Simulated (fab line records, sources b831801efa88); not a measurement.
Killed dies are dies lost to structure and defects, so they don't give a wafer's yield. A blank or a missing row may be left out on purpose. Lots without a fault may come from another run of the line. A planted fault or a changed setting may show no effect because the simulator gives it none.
Which tool did it? | flow sky130 | 12 lots, 36 wafers sampled, at 7 steps of a route of 708

WHAT THE GAUGES READ, wafer by wafer
SKY_VT_ADJUST_LVTN_OVL_MEAS_18.
lot  | measured     | on         | VT_ADJUST_LVTN_01_OVL (nm)
L914 | day 7 14:12  | overlay-02 | -0.4 1.6 1.7
L916 | day 8 01:40  | overlay-02 | 4.5 3.6 4.0
L917 | day 8 10:25  | overlay-02 | 1.7 1.2 1.6
L918 | day 8 14:23  | overlay-01 | 3.5 3.5 2.0
L920 | day 9 11:50  | overlay-01 | -1.1 1.4 -0.7
L922 | day 10 01:43 | overlay-02 | 0.1 1.1 1.4
L927 | day 11 08:28 | overlay-02 | - - -
L928 | day 11 14:55 | overlay-02 | - - -
L929 | day 12 02:34 | overlay-01 | - - -
L934 | day 13 12:10 | overlay-02 | -0.3 1.9 0.0
L935 | day 13 20:23 | overlay-02 | 1.8 2.1 0.5
L936 | day 14 07:31 | overlay-01 | 0.3 2.1 3.8

SKY_VT_ADJUST_LVTN_TW_MEAS_21.
lot  | measured     | on            | VT_ADJUST_LVTN_2_TW
L914 | day 7 14:30  | film_metro-03 | 188.7 187.9 188.7
L916 | day 8 01:58  | film_metro-03 | 188.4 188.2 190.5
L917 | day 8 10:42  | film_metro-01 | 187.9 188.3 188.8
L918 | day 8 14:41  | film_metro-02 | 188.9 189.1 189.3
L920 | day 9 12:08  | film_metro-02 | 188.9 188.7 189.7
L922 | day 10 02:01 | film_metro-02 | 187.8 188.3 189.0
L927 | day 11 08:46 | film_metro-03 | 189.7 188.8 189.4
L928 | day 11 15:13 | film_metro-02 | 189.2 189.4 189.4
L929 | day 12 02:52 | film_metro-01 | 189.3 188.6 188.3
L934 | day 13 12:28 | film_metro-02 | 188.4 189.7 190.5
L935 | day 13 20:40 | film_metro-02 | 188.6 189.8 189.4
L936 | day 14 07:47 | film_metro-01 | 187.3 189.2 187.8

SKY_VT_ADJUST_NCORE_TW_MEAS_11.
lot  | measured     | on            | VT_ADJUST_NCORE_TW
L914 | day 8 10:46  | film_metro-04 | 217.1 220.3 220.0
L916 | day 8 23:32  | film_metro-01 | 217.2 218.7 218.8
L917 | day 9 08:43  | film_metro-03 | 220.8 220.8 220.5
L918 | day 9 12:47  | film_metro-03 | 221.7 221.3 220.1
L920 | day 10 10:59 | film_metro-03 | 220.6 220.3 221.3
L922 | day 11 01:32 | film_metro-01 | 219.4 217.4 217.9
L927 | day 12 10:03 | film_metro-03 | 251.2 251.2 252.8
L928 | day 12 15:32 | film_metro-01 | 250.4 251.3 251.0
L929 | day 13 02:57 | film_metro-01 | 249.6 249.6 250.5
L934 | day 14 13:58 | film_metro-04 | 219.4 219.8 218.8
L935 | day 14 21:56 | film_metro-01 | 217.7 219.1 219.7
L936 | day 15 09:25 | film_metro-01 | 221.1 221.2 221.5

SKY_VT_ADJUST_HVTR_TW_MEAS_11.
lot  | measured     | on            | VT_ADJUST_HVTR_TW
L914 | day 9 08:26  | film_metro-04 | 209.8 211.9 211.8
L916 | day 9 21:37  | film_metro-04 | 210.7 210.2 209.3
L917 | day 10 06:46 | film_metro-04 | 210.7 210.4 210.9
L918 | day 10 11:44 | film_metro-04 | 211.9 211.9 211.5
L920 | day 11 10:58 | film_metro-02 | 213.1 212.0 211.0
L922 | day 12 01:41 | film_metro-01 | 211.1 211.6 211.6
L927 | day 13 10:40 | film_metro-02 | 245.4 246.7 245.6
L928 | day 13 15:40 | film_metro-02 | 246.4 245.4 247.0
L929 | day 14 03:08 | film_metro-02 | 244.6 244.2 245.1
L934 | day 15 16:17 | film_metro-04 | 213.2 213.2 212.5
L935 | day 15 23:02 | film_metro-02 | 213.1 211.1 212.4
L936 | day 16 11:40 | film_metro-02 | 212.1 211.7 212.0

SKY_LDD_P_OVL_MEAS_08.
lot  | measured     | on         | LDD_P_OVL (nm)
L914 | day 19 02:44 | overlay-01 | 1.1 1.3 0.5
L916 | day 19 14:08 | overlay-01 | -1.3 -1.5 -1.3
L917 | day 21 01:50 | overlay-01 | 0.2 0.1 -0.8
L918 | day 20 22:29 | overlay-01 | -0.1 -1.7 -2.4
L920 | day 21 21:41 | overlay-02 | 1.1 0.6 -0.5
L922 | day 22 08:32 | overlay-01 | -0.3 -0.4 0.9
L927 | day 24 03:32 | overlay-01 | -1.3 -1.8 -2.6
L928 | day 24 00:05 | overlay-02 | -0.2 1.0 -0.3
L929 | day 24 11:46 | overlay-01 | 0.6 -1.8 -0.3
L934 | day 26 01:47 | overlay-01 | 0.2 0.2 -0.4
L935 | day 26 14:41 | overlay-02 | -0.4 0.1 -2.3
L936 | day 27 12:58 | overlay-01 | -2.6 -1.9 -1.2

SKY_LI_CONTACT_CD_MEAS_12: target cd 170 nm.
lot  | measured     | on        | cd_nm (nm)
L914 | day 29 05:16 | cd_sem-01 | 171.3 169.4 169.4
L916 | day 29 15:28 | cd_sem-01 | 171.0 170.1 169.9
L917 | day 31 00:20 | cd_sem-02 | 170.3 170.7 171.2
L918 | day 30 18:07 | cd_sem-02 | 168.0 167.2 169.1
L920 | day 31 17:31 | cd_sem-01 | 168.2 169.5 170.2
L922 | day 32 05:43 | cd_sem-01 | 168.0 168.5 169.8
L927 | day 33 22:29 | cd_sem-02 | 171.1 172.8 171.7
L928 | day 33 16:23 | cd_sem-01 | 171.4 172.2 170.7
L929 | day 34 03:47 | cd_sem-02 | 170.4 170.8 171.9
L934 | day 35 15:03 | cd_sem-01 | 168.8 168.3 166.8
L935 | day 36 01:35 | cd_sem-02 | 169.3 170.4 170.0
L936 | day 36 21:18 | cd_sem-02 | 171.4 172.1 170.4

WHICH TOOL RAN EACH LOT (tool, then ch and the chambers of the sampled wafers, then the start)
lot  | SKY_VT_ADJUST_LVTN_COAT_13
L914 | litho_track-03 ch 0, day 7 04:49
L916 | litho_track-03 ch 0, day 7 15:10
L917 | litho_track-04 ch 0, day 8 00:08
L918 | litho_track-01 ch 0, day 8 03:59
L920 | litho_track-01 ch 0, day 9 01:02
L922 | litho_track-01 ch 0, day 9 13:43
L927 | litho_track-03, day 10 21:01
L928 | litho_track-01, day 11 02:41
L929 | litho_track-04, day 11 13:50
L934 | litho_track-01 ch 0, day 13 00:13
L935 | litho_track-04 ch 0, day 13 07:13
L936 | litho_track-01 ch 0, day 13 18:49
- SKY_VT_ADJUST_LVTN_COAT_13: resist thk 1140 nm.

WHAT THE TOOLS THEMSELVES READ (means of the sampled wafers that have a number; where no wafer has one, the mark that the record gives instead)
SKY_VT_ADJUST_LVTN_COAT_13.
lot  | tool           | chill_plate_temp_C (C) | dispense_pressure_kPa (kPa)
L914 | litho_track-03 | 23.12                  | 47
L916 | litho_track-03 | 22.84                  | 47
L917 | litho_track-04 | 22.91                  | 46
L918 | litho_track-01 | 22.99                  | 57
L920 | litho_track-01 | 22.95                  | 57
L922 | litho_track-01 | 23.08                  | 57
L927 | litho_track-03 | -                      | -
L928 | litho_track-01 | -                      | -
L929 | litho_track-04 | -                      | -
L934 | litho_track-01 | 22.96                  | 57
L935 | litho_track-04 | 23.05                  | 46
L936 | litho_track-01 | 23.05                  | 57

THE ANSWER, worked out from the rows above alone
Rule: what is usual is taken from the lots themselves. Put in order of their means at a reading, lots are off if they are a third of the lots or fewer, leave a main group of 4 or more, and stand apart from it by a gap of 3 or more times the standard deviation of the main group's means; of several such gaps the widest counts. A main group whose means are all the same, to the digits that the tables above print for the reading, isn't used. A lot without any number at a reading at which 4 lots or more have one is off too. The other lots that the step has rows for count as sound. The gauges are gone through in route order, then the tools' own readings, and for those a lot's mean is taken as printed above. The first step at which some lot is off is used, and at that step the reading that is off furthest; a lot without a number counts as furthest.
Off: L927, L928, L929, at SKY_VT_ADJUST_LVTN_OVL_MEAS_18 (VT_ADJUST_LVTN_01_OVL). Without a number there: L927, L928, L929. The main group: mean 1.6 nm, standard deviation 1.2.
A tool fits if, at a process step before that reading, it ran every lot that is off, and no sound lot after the first of them. The gauges at SKY_VT_ADJUST_LVTN_OVL_MEAS_18 aren't tried: what is off there is off at SKY_VT_ADJUST_NCORE_TW_MEAS_11 too, on other tools, and a gauge's error can't cause that. None of those tried fits.

WHAT THE SIMULATOR HAD PUT IN
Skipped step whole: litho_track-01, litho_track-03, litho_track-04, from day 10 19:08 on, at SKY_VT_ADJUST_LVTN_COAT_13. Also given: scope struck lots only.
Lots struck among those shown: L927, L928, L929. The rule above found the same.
